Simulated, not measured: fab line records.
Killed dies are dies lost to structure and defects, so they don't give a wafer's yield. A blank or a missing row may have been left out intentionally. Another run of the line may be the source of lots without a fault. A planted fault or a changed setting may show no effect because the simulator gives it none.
A struck lot beside a sound one | flow sky130 | 32 out of 708 route steps
Sound: wafers L175.2, L175.4, L175.6. Struck: wafer L185.4 (left out: L185.5, a lot-mate that was not struck); the cause follows at the end.
For every step that has rows: the tool of each side, followed by ch and its chambers, followed by its first start. Under that, the readings that differ: sound wafers | struck wafers | difference of the means | sigmas: that difference in standard deviations of wafers without a fault.
alike: a reading whose means differ by less than 2 such deviations, as well as words and numbers matching on both sides. not compared: withheld readings; readings where some wafer has no value; bounds like >300 that might hide an equal value; numbers whose values overlap and for which the record gives no deviation.
The two part at a step that has a row with sigmas, a row that says differs or no value, or rows on one side only. Numbers that don't overlap but have no deviation are shown without sigmas and don't part them. A reading that every wafer of one side lacks parts them only if that side has two wafers or more.

SKY_VIA1_ETCH_15: etches SiO2 in C4F8/O2/Ar, stops on TiN, target depth 351 nm, time 54 s.
  sound on rie-diel-03 ch 0,2, day 35 11:20; struck on rie-diel-01 ch 1, day 38 13:35
  alike: oes-product-au
  not compared: rf-hours-counter-h
then, 5 steps without rows for these wafers: SKY_VIA1_STRIP_16 (strips in O2/N2); SKY_VIA1_STRIP_17 (strips in post etch residue remover, time 1200 s); SKY_VIA1_CLEAN_18 (cleans in IPA, time 180 s); SKY_VIA1_CLEAN_19 (cleans in O3/DIW); SKY_VIA1_SPUTTER_20 (material TiN, target thk 20 nm, time 80 s).
SKY_VIA1_CVD_21: deposits W, target thk 270 nm, time 80.902 s.
  sound on cvd-w-02 ch 0,1, day 35 12:05; struck on cvd-w-01 ch 1, day 38 14:21
  alike: heater-power-w, susceptor-temp-C
SKY_VIA1_RS_MEAS_22: measures by four-point-probe.
  sound on film-metro-02, day 35 12:11; struck on film-metro-03, day 38 14:29
  alike: VIA1_W_RS
SKY_VIA1_THK_MEAS_23: measures by xrf.
  sound on film-metro-02, day 35 12:18; struck on film-metro-03, day 38 14:34
  alike: VIA1_W_THK
SKY_VIA1_CMP_24: polishes, stops on SiO2, t overpolish 15 s, target thk 0 nm.
  sound on cmp-02 ch 0,1,2, day 35 12:21; struck on cmp-01 ch 0, day 38 14:36
  alike: edge-zone-pressure-frac, motor-current-A, overpolish-run-s, time-to-endpoint-s
then, 1 step without rows for these wafers: SKY_METAL2_SPUTTER_00 (material Ti, target thk 15 nm, time 10 s).
SKY_METAL2_SPUTTER_01: material TiN, target thk 20 nm, time 16.7 s.
  sound on pvd-sputter-04, day 35 12:41; struck on pvd-sputter-04, day 38 14:55
  alike: throttle-valve-pct
SKY_METAL2_SPUTTER_02: material AlCu, target thk 250 nm, time 13.3 s.
  sound on pvd-sputter-04, day 35 12:42; struck on pvd-sputter-04, day 38 14:56
  reading                                     | sound             | struck | difference | sigmas
  model.AlCu_of_METAL2_SPUTTER_02.thk-nm (nm) | 248.8 248.8 249.3 | 143.7  | -105.3     |
  alike: throttle-valve-pct
SKY_METAL2_SPUTTER_03: material Ti, target thk 5 nm, time 3.3 s.
  sound on pvd-sputter-04, day 35 12:44; struck on pvd-sputter-04, day 38 14:58
  alike: throttle-valve-pct
then, 1 step without rows for these wafers: SKY_METAL2_SPUTTER_04 (material TiN, target thk 70 nm, time 58.3 s).
SKY_METAL2_RS_MEAS_05: measures by four-point-probe.
  sound on film-metro-01, day 35 12:49; struck on film-metro-01, day 38 15:06
  reading                 | sound                | struck | difference | sigmas
  METAL2_ALCU_RS (ohm/sq) | 0.1277 0.1276 0.1271 | 0.2271 | +0.0996    | +91
SKY_METAL2_THK_MEAS_06: measures by xrf.
  sound on film-metro-01, day 35 12:55; struck on film-metro-01, day 38 15:11
  reading              | sound             | struck | difference | sigmas
  METAL2_ALCU_THK (nm) | 251.8 252.6 252.0 | 144.7  | -107.4     | -49
then, 8 steps without rows for these wafers: SKY_METAL2_DEHYDRATE_07 (time 60 s); SKY_METAL2_HMDS_08 (prime time 60 s); SKY_METAL2_COAT_09 (resist thk 60 nm); SKY_METAL2_COAT_10 (resist thk 450 nm); SKY_METAL2_SOFTBAKE_11 (time 90 s); SKY_METAL2_EXPOSE_12 (exposes mask MM2, target cd 140 nm); SKY_METAL2_PEB_13; SKY_METAL2_DEVELOP_14 (develop time 60 s).
SKY_METAL2_CD_MEAS_15 targets a cd of 140 nm.
  sound on cd-sem-01, day 36 15:07; struck on cd-sem-02, day 39 15:43
  alike: cd-nm
SKY_METAL2_OVL_MEAS_16:
  sound on overlay-01, day 36 15:13; struck on overlay-01, day 39 15:47
  alike: METAL2_OVL
then, 2 steps without rows for these wafers: SKY_METAL2_DESCUM_17 (chemistry O2, time 8 s); SKY_METAL2_ETCH_18 (etches BARC in N2/H2, stops on SiO2, time 45.9 s, target depth 60 nm).
SKY_METAL2_METAL_ETCH_19: etches the open film in Cl2/BCl3, stops on SiO2, target depth 360 nm, time 78 s.
  sound on rie-metal-01 ch 1, day 36 15:20; struck on rie-metal-01 ch 0, day 39 15:56
  reading                     | sound             | struck | difference | sigmas
  drypump-motor-current-A (A) | 5.7 5.7 5.7       | 4.9    | -0.8       | -2
  mfc-cl2-sccm (sccm)         | 60.40 60.16 60.40 | 59.80  | -0.52      | -3
  oes-product-au (a.u.)       | 0.847 0.848 0.859 | 0.740  | -0.111     | -20
  alike: throttle-valve-pct
  not compared: rf-hours-counter-h
then, 1 step without rows for these wafers: SKY_METAL2_STRIP_20 (strips in O2/N2).
-- the record jumps here: 10 days lie between the struck wafers' starts before and after (it left off in module METAL2 and takes up again in module PAD_OPEN, whose first step shown is number 708 of the route) --
SKY_PAD_OPEN_PROBE_99:
  sound on prober-02, day 46 22:29; struck on prober-01, day 49 06:28
  reading                      | sound               | struck | difference | sigmas
  sort_bin_6_memory (%)        | 4.5 4.1 5.5         | 7.3    | +2.6       | +2
  model.etest.met2.line-ohm-um | 0.924 0.8884 0.8853 | 1.64   | +0.74      |
  model.etest.met2.rs-ohm-sq   | 0.1301 0.128 0.1287 | 0.2298 | +0.1009    |
  alike: defect-limited-yield, killed_at_M0_to_M3, killed_at_M4_up, killed-at-contacts, killed-at-front-end, killed-at-other, killed-dies, killed-open, killed-short, sort_bin_3_pad_short, sort_bin_5_function, sort-n-pass, sort-yield-pct

== WHERE THEY PART ==
First at SKY_METAL2_RS_MEAS_05; last, within this record, at SKY_PAD_OPEN_PROBE_99.

WHY: what had been put in by the simulator
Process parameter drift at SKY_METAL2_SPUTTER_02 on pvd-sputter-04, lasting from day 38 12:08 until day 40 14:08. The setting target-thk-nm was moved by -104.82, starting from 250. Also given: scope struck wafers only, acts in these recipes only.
